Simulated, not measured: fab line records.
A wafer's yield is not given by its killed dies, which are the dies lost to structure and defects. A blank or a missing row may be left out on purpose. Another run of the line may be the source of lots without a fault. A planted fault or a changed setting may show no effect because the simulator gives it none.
Which tool did it?    flow gf180mcu    Sampling: 12 lots, 36 wafers, 6 of 602 route steps

## WHAT THE GAUGES SHOWED, per wafer
GF_V2_CD_MEAS_14: the cd target is 260 nm. Usual: cd-nm at 260.3 nm, with a standard deviation of 1.
lot   measured      on         cd-nm (nm)         flag
L190  day 20 03:10  cd-sem-01  259.9 259.6 260.7  
L191  day 20 14:22  cd-sem-01  259.8 260.0 258.9  
L192  day 20 23:28  cd-sem-02  260.8 260.8 259.4  
L194  day 21 16:35  cd-sem-01  259.5 259.7 259.3  
L195  day 22 03:52  cd-sem-02  260.5 259.8 259.8  
L202  day 24 16:46  cd-sem-02  267.6 267.5 267.1  OFF
L203  day 25 00:40  cd-sem-02  268.3 268.8 268.6  OFF
L207  day 26 07:55  cd-sem-02  259.1 259.5 258.5  
L210  day 27 05:22  cd-sem-01  261.5 259.7 260.2  
L211  day 27 07:49  cd-sem-02  261.3 262.3 261.4  
L212  day 27 19:02  cd-sem-02  260.2 259.9 260.3  
L213  day 28 00:55  cd-sem-02  260.5 261.0 260.7  

GF_V2_THK_MEAS_25: measures by xrf. Usual: V2_W_THK typically reads 350 nm, with standard deviation 5.5.
lot   measured      on             V2_W_THK (nm)  flag
L190  day 20 04:22  film-metro-03  352 352 350    
L191  day 20 15:38  film-metro-03  352 351 348    
L192  day 21 00:39  film-metro-03  349 349 345    
L194  day 21 17:46  film-metro-01  337 338 350    
L195  day 22 05:00  film-metro-01  344 349 355    
L202  day 24 17:58  film-metro-04  351 339 349    
L203  day 25 02:10  film-metro-04  344 341 346    
L207  day 26 09:06  film-metro-03  354 352 349    
L210  day 27 06:30  film-metro-03  344 357 346    
L211  day 27 08:58  film-metro-03  352 357 346    
L212  day 27 20:11  film-metro-03  341 342 354    
L213  day 28 02:04  film-metro-03  343 352 338    

## TOOL THAT RAN EACH LOT (tool first, then ch and the chambers of the sampled wafers, then the start)
lot   GF_V2_COAT_09                      GF_V2_ETCH_17                                  GF_V2_STRIP_18                        GF_V2_SPUTTER_21
L190  litho-track-04 ch 0, day 19 15:00  rie-diel-04 ch 0,1, day 20 03:28 or earlier    plasma-asher-04 ch 0,1, day 20 03:28  pvd-sputter-02, day 20 04:02
L191  litho-track-04 ch 0, day 20 01:00  rie-diel-04 ch 0,3, day 20 14:40 or earlier    plasma-asher-04 ch 0,1, day 20 14:40  pvd-sputter-02, day 20 15:11
L192  litho-track-02 ch 0, day 20 11:00  rie-diel-02 ch 0,2,3, day 20 23:46 or earlier  plasma-asher-02 ch 0,1, day 20 23:46  pvd-sputter-01, day 21 00:19
L194  litho-track-03 ch 0, day 21 04:00  rie-diel-04 ch 0,3, day 21 16:52 or earlier    plasma-asher-02 ch 0,1, day 21 16:52  pvd-sputter-02, day 21 17:26
L195  litho-track-04 ch 0, day 21 15:00  rie-diel-03 ch 1,2,3, day 22 04:07 or earlier  plasma-asher-04 ch 0,1, day 22 04:07  pvd-sputter-01, day 22 04:39
L202  litho-track-04 ch 0, day 24 05:00  rie-diel-04 ch 1,2,3, day 24 17:04 or earlier  plasma-asher-04 ch 0,1, day 24 17:04  pvd-sputter-04, day 24 17:38
L203  litho-track-04 ch 0, day 24 14:00  rie-diel-02 ch 0,2,3, day 25 00:58 or earlier  plasma-asher-02 ch 0,1, day 25 00:58  pvd-sputter-04, day 25 01:50
L207  litho-track-02 ch 0, day 25 21:00  rie-diel-03 ch 0,1,3, day 26 08:13 or earlier  plasma-asher-03 ch 0, day 26 08:13    pvd-sputter-02, day 26 08:46
L210  litho-track-02 ch 0, day 26 18:00  rie-diel-02 ch 0,1,3, day 27 05:37 or earlier  plasma-asher-03 ch 0,1, day 27 05:37  pvd-sputter-04, day 27 06:09
L211  litho-track-03 ch 0, day 26 21:00  rie-diel-02 ch 0,3, day 27 08:07 or earlier    plasma-asher-02 ch 0,1, day 27 08:07  pvd-sputter-02, day 27 08:38
L212  litho-track-03 ch 0, day 27 08:00  rie-diel-02 ch 0,2, day 27 19:19 or earlier    plasma-asher-03 ch 0,1, day 27 19:19  pvd-sputter-02, day 27 19:50
L213  litho-track-02 ch 0, day 27 14:00  rie-diel-04 ch 1,2,3, day 28 01:13 or earlier  plasma-asher-04 ch 0,1, day 28 01:13  pvd-sputter-02, day 28 01:44
- GF_V2_COAT_09: resist thk 1000 nm.
- GF_V2_ETCH_17: etches SiO2 in C4F8/O2/Ar, stops on TiN, target depth 630 nm.
- GF_V2_STRIP_18: strips in O2/N2.
- GF_V2_SPUTTER_21: material Ti, target thk 15 nm, time 80.02 s.

## WHAT THE TOOLS THEMSELVES READ (means of the sampled wafers that have a number; where no wafer has one, the mark that the record gives instead)
GF_V2_ETCH_17. Usual: oes-product-au at 0.856 a.u., with a standard deviation of 0.0045.
lot   tool         oes-product-au (a.u.)  flag
L190  rie-diel-04  0.857                  
L191  rie-diel-04  0.852                  
L192  rie-diel-02  0.853                  
L194  rie-diel-04  0.857                  
L195  rie-diel-03  0.854                  
L202  rie-diel-04  0.857                  
L203  rie-diel-02  0.853                  
L207  rie-diel-03  0.855                  
L210  rie-diel-02  0.857                  
L211  rie-diel-02  0.861                  
L212  rie-diel-02  0.857                  
L213  rie-diel-04  0.855                  

GF_V2_STRIP_18. Usual: drypump-motor-current-A 5.7 A, standard deviation 0.46; heater-power-w 337 W, standard deviation 55; oes-product-au 0.593 a.u., standard deviation 0.005.
lot   tool             drypump-motor-current-A (A)  heater-power-w (W)  oes-product-au (a.u.)  flag
L190  plasma-asher-04  6.0                          351                 0.592                  
L191  plasma-asher-04  6.0                          310                 0.591                  
L192  plasma-asher-02  5.6                          344                 0.588                  
L194  plasma-asher-02  5.6                          336                 0.592                  
L195  plasma-asher-04  6.0                          311                 0.594                  
L202  plasma-asher-04  6.0                          348                 0.529                  OFF
L203  plasma-asher-02  5.7                          340                 0.528                  OFF
L207  plasma-asher-03  5.7                          307                 0.593                  
L210  plasma-asher-03  5.1                          319                 0.587                  
L211  plasma-asher-02  6.0                          387                 0.600                  
L212  plasma-asher-03  5.1                          320                 0.597                  
L213  plasma-asher-04  6.0                          312                 0.596                  

GF_V2_SPUTTER_21. Usual: throttle-valve-pct at 30.5 %, with a standard deviation of 0.77.
lot   tool            throttle-valve-pct (%)  flag
L190  pvd-sputter-02  30.7                    
L191  pvd-sputter-02  30.8                    
L192  pvd-sputter-01  31.0                    
L194  pvd-sputter-02  29.9                    
L195  pvd-sputter-01  30.8                    
L202  pvd-sputter-04  30.4                    
L203  pvd-sputter-04  30.2                    
L207  pvd-sputter-02  30.6                    
L210  pvd-sputter-04  31.2                    
L211  pvd-sputter-02  31.0                    
L212  pvd-sputter-02  30.5                    
L213  pvd-sputter-02  29.6                    

## THE ANSWER, worked out from the rows above alone
Rule: a lot is off if the mean of its wafers that have a number lies more than 3 standard deviations from the usual mean. A lot without any number at a reading at which 4 lots or more have one is off too. The other lots that the step has rows for count as sound. The gauges are gone through in route order, then the tools' own readings, and for those a lot's mean is taken as printed above. The first step at which some lot is off is used, and at that step the reading that is off furthest; a lot without a number counts as furthest.
Off: L202, L203 (GF_V2_CD_MEAS_14, cd-nm).
A tool fits if, at a process step before that reading, it ran every lot that is off, and no sound lot after the first of them. The gauges at GF_V2_CD_MEAS_14 aren't tried: what is off there is off at GF_V2_STRIP_18 too, on other tools, and a gauge's error can't cause that. One candidate fits, namely litho-track-04 at GF_V2_COAT_09. A fault onset in the window from L195 (day 21 15:00, its last sound lot) to L202 (day 24 05:00, its first lot off) fits.

## WHAT THE SIMULATOR HAD PUT IN
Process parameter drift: litho-track-04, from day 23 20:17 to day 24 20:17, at GF_V2_COAT_09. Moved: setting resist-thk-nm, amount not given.
Lots struck among those shown: L202, L203. The rule above reached the same finding.
